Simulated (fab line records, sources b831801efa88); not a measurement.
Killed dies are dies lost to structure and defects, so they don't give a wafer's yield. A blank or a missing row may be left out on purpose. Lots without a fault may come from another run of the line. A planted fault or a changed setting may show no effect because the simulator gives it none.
Chamber matching | flow gf180mcu | GF_V3_CVD_02 on pecvd-03: 3 sister chambers
The step deposits SiO2 from TEOS, target thk 850 nm, time 94.851 s. 16 wafers are shown with their chamber, then 8 later ones without.

WAFERS WITH THEIR CHAMBER
wafer  | chamber | susceptor_temp_C (C) | heater_power_w (W)
L112.1 | 1       | 399.89               | 761
L112.5 | 1       | 399.99               | 627
L112.6 | 0       | 399.84               | 835
L114.2 | 1       | 400.05               | 658
L114.3 | 2       | 400.18               | 822
L114.5 | 2       | 400.19               | 622
L116.3 | 0       | 399.69               | 893
L116.5 | 1       | 399.49               | 639
L116.6 | 0       | 399.63               | 738
L126.2 | 1       | 400.11               | 761
L126.3 | 0       | 400.07               | 745
L126.5 | 1       | 400.33               | 643
L129.3 | 0       | 400.05               | 843
L129.4 | 1       | 400.09               | 704
L129.6 | 0       | 400.06               | 886
L131.2 | 1       | 399.72               | 708

SIGNATURES (means of the wafers above)
reading          | chamber 0 | chamber 1 | chamber 2 | scatter within a chamber
susceptor_temp_C | 399.8900  | 399.9588  | 400.1850  | 0.226
heater_power_w   | 823.33    | 687.62    | 722.00    | 69.7
Rule: a wafer's distance from a chamber is the root of the sum, over the readings, of the square of ((its reading less the chamber's mean) divided by the reading's scatter). The wafer belongs to the nearest chamber; if the next one is less than 2 further off, it can't be placed. The scatter: the root of (the sum of the squares of (reading less its chamber's mean) over the shown wafers, divided by (wafers less chambers)).

WAFERS WITHOUT THEIR CHAMBER
wafer  | susceptor_temp_C (C) | heater_power_w (W)
L131.4 | 399.73               | 736
L131.5 | 400.07               | 753
L132.2 | 399.68               | 677
L132.5 | 399.85               | 709
L132.6 | 400.58               | 801
L134.3 | 400.03               | 774
L134.4 | 399.78               | 727
L134.6 | 399.77               | 716

WHICH CHAMBER EACH WENT THROUGH
wafer  | from the rows above          | in truth
L131.4 | can't be placed: 1 or 0 or 2 | 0
L131.5 | can't be placed: 2 or 1 or 0 | 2
L132.2 | can't be placed: 1 or 0 or 2 | 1
L132.5 | can't be placed: 1 or 2 or 0 | 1
L132.6 | can't be placed: 2 or 0 or 1 | 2
L134.3 | can't be placed: 0 or 2 or 1 | 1
L134.4 | can't be placed: 1 or 0 or 2 | 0
L134.6 | can't be placed: 1 or 0 or 2 | 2
Placed correctly: 0 of 8. Can't be placed from these rows: 8 (the true chamber is among the candidates in 8). Placed wrongly: 0.
